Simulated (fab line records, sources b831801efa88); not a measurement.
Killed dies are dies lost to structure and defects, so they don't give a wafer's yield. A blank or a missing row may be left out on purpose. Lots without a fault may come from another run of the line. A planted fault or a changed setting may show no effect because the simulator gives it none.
Which tool did it? | flow gf180mcu | 10 lots, 30 wafers sampled, at 5 steps of a route of 602

WHAT THE GAUGES READ, wafer by wafer
GF_V4_BOW_MEAS_05.
lot  | measured     | on            | V4_BOW (um)
L946 | day 24 02:49 | film_metro-01 | 138 133 141
L947 | day 24 07:02 | film_metro-01 | 141 135 130
L948 | day 24 21:32 | film_metro-03 | 137 130 131
L949 | day 25 07:59 | film_metro-04 | 134 127 127
L952 | day 26 09:05 | film_metro-03 | 139 145 131
L957 | day 27 22:44 | film_metro-04 | 140 150 147
L961 | day 29 02:01 | film_metro-04 | 134 149 146
L962 | day 29 10:04 | film_metro-03 | 145 154 141
L963 | day 29 14:53 | film_metro-04 | 146 140 138
L966 | day 30 04:33 | film_metro-03 | 137 145 136

GF_MIM_RS_MEAS_10: measures by four-point-probe.
lot  | measured     | on            | MIM_ALCU_RS (ohm/sq)
L946 | day 25 03:26 | film_metro-02 | 0.1612 0.1621 0.1626
L947 | day 25 07:20 | film_metro-01 | 0.1639 0.1646 0.1639 0.1640 0.1642 0.1639
L948 | day 25 21:15 | film_metro-03 | 0.1630 0.1648 0.1648 0.1629 0.1647 0.1647
L949 | day 26 07:34 | film_metro-02 | 0.1638 0.1633 0.1627 0.1636 0.1632 0.1627
L952 | day 27 08:08 | film_metro-03 | 0.1609 0.1610 0.1611
L957 | day 28 20:14 | film_metro-01 | 0.1609 0.1594 0.1588
L961 | day 29 22:38 | film_metro-03 | 0.1609 0.1603 0.1608
L962 | day 30 07:53 | film_metro-02 | 0.1591 0.1579 0.1605
L963 | day 30 11:50 | film_metro-03 | 0.1594 0.1593 0.1597
L966 | day 31 00:11 | film_metro-01 | 0.1647 0.1648 0.1615

WHICH TOOL RAN EACH LOT (tool, then ch and the chambers of the sampled wafers, then the start)
lot  | GF_MIM_SPUTTER_00            | GF_MIM_SPUTTER_07            | GF_MIM_SPUTTER_08
L946 | pvd_sputter-04, day 25 03:01 | pvd_sputter-03, day 25 03:19 | pvd_sputter-03, day 25 03:22
L947 | pvd_sputter-04, day 25 06:55 | pvd_sputter-01, day 25 07:14 | pvd_sputter-01, day 25 07:17
L948 | pvd_sputter-03, day 25 20:49 | pvd_sputter-01, day 25 21:08 | pvd_sputter-01, day 25 21:11
L949 | pvd_sputter-03, day 26 07:09 | pvd_sputter-01, day 26 07:28 | pvd_sputter-01, day 26 07:31
L952 | pvd_sputter-01, day 27 07:40 | pvd_sputter-01, day 27 07:59 | pvd_sputter-01, day 27 08:02
L957 | pvd_sputter-04, day 28 19:49 | pvd_sputter-01, day 28 20:08 | pvd_sputter-01, day 28 20:11
L961 | pvd_sputter-04, day 29 22:11 | pvd_sputter-03, day 29 22:29 | pvd_sputter-03, day 29 22:32
L962 | pvd_sputter-04, day 30 07:28 | pvd_sputter-01, day 30 07:46 | pvd_sputter-01, day 30 07:49
L963 | pvd_sputter-03, day 30 11:23 | pvd_sputter-01, day 30 11:41 | pvd_sputter-01, day 30 11:44
L966 | pvd_sputter-01, day 30 23:47 | pvd_sputter-03, day 31 00:05 | pvd_sputter-03, day 31 00:08
- GF_MIM_SPUTTER_00: material Ti, target thk 37.5 nm, time 150 s.
- GF_MIM_SPUTTER_07: material TiN, target thk 60 nm, time 50 s.
- GF_MIM_SPUTTER_08: material AlCu, target thk 200 nm, time 10.6 s.

WHAT THE TOOLS THEMSELVES READ (means of the sampled wafers that have a number; where no wafer has one, the mark that the record gives instead)
GF_MIM_SPUTTER_00.
lot  | tool           | cathode_dc_power_W (W) | chamber_pressure_pa (Pa) | throttle_valve_pct (%)
L946 | pvd_sputter-04 | 3998.9                 | 1.997                    | 29.7
L947 | pvd_sputter-04 | 3999.9                 | 1.998                    | 29.5
L948 | pvd_sputter-03 | 4000.3                 | 1.998                    | 30.0
L949 | pvd_sputter-03 | 4000.0                 | 1.998                    | 30.1
L952 | pvd_sputter-01 | 4000.0                 | 1.998                    | 28.9
L957 | pvd_sputter-04 | 4000.0                 | 1.997                    | 29.8
L961 | pvd_sputter-04 | 3999.9                 | 2.003                    | 29.9
L962 | pvd_sputter-04 | 3999.9                 | 2.000                    | 29.5
L963 | pvd_sputter-03 | 3999.5                 | 2.000                    | 30.0
L966 | pvd_sputter-01 | 3999.7                 | 2.000                    | 28.9

GF_MIM_SPUTTER_07.
lot  | tool           | cathode_dc_power_W (W) | chamber_pressure_pa (Pa) | throttle_valve_pct (%)
L946 | pvd_sputter-03 | 6498.9                 | 0.3995                   | 29.9
L947 | pvd_sputter-01 | -                      | -                        | -
L948 | pvd_sputter-01 | -                      | -                        | -
L949 | pvd_sputter-01 | -                      | -                        | -
L952 | pvd_sputter-01 | 6499.6                 | 0.3999                   | 29.9
L957 | pvd_sputter-01 | 6500.0                 | 0.3998                   | 29.5
L961 | pvd_sputter-03 | 6500.1                 | 0.3997                   | 29.5
L962 | pvd_sputter-01 | 6500.3                 | 0.4001                   | 29.7
L963 | pvd_sputter-01 | 6499.9                 | 0.4006                   | 28.9
L966 | pvd_sputter-03 | 6501.4                 | 0.4004                   | 30.1

GF_MIM_SPUTTER_08.
lot  | tool           | cathode_dc_power_W (W) | chamber_pressure_pa (Pa) | throttle_valve_pct (%)
L946 | pvd_sputter-03 | 10600                  | 0.3999                   | 30.0
L947 | pvd_sputter-01 | 10601                  | 0.3997                   | 29.4
L948 | pvd_sputter-01 | 10599                  | 0.3997                   | 30.2
L949 | pvd_sputter-01 | 10602                  | 0.3989                   | 29.4
L952 | pvd_sputter-01 | 10601                  | 0.4005                   | 29.9
L957 | pvd_sputter-01 | 10601                  | 0.4002                   | 29.5
L961 | pvd_sputter-03 | 10600                  | 0.4001                   | 29.6
L962 | pvd_sputter-01 | 10600                  | 0.4008                   | 29.7
L963 | pvd_sputter-01 | 10600                  | 0.3987                   | 28.9
L966 | pvd_sputter-03 | 10599                  | 0.4007                   | 30.1

THE ANSWER, worked out from the rows above alone
Rule: what is usual is taken from the lots themselves. Put in order of their means at a reading, lots are off if they are a third of the lots or fewer, leave a main group of 4 or more, and stand apart from it by a gap of 3 or more times the standard deviation of the main group's means; of several such gaps the widest counts. A main group whose means are all the same, to the digits that the tables above print for the reading, isn't used. A lot without any number at a reading at which 4 lots or more have one is off too. The other lots that the step has rows for count as sound. The gauges are gone through in route order, then the tools' own readings, and for those a lot's mean is taken as printed above. The first step at which some lot is off is used, and at that step the reading that is off furthest; a lot without a number counts as furthest.
Off: L947, L948, L949, at GF_MIM_SPUTTER_07 (cathode_dc_power_W). Without a number there: L947, L948, L949. The main group: mean 6500.0 W, standard deviation 0.7.
A tool fits if, at that step or a process step before it, it ran every lot that is off, and no sound lot after the first of them. None of those tried fits.

WHAT THE SIMULATOR HAD PUT IN
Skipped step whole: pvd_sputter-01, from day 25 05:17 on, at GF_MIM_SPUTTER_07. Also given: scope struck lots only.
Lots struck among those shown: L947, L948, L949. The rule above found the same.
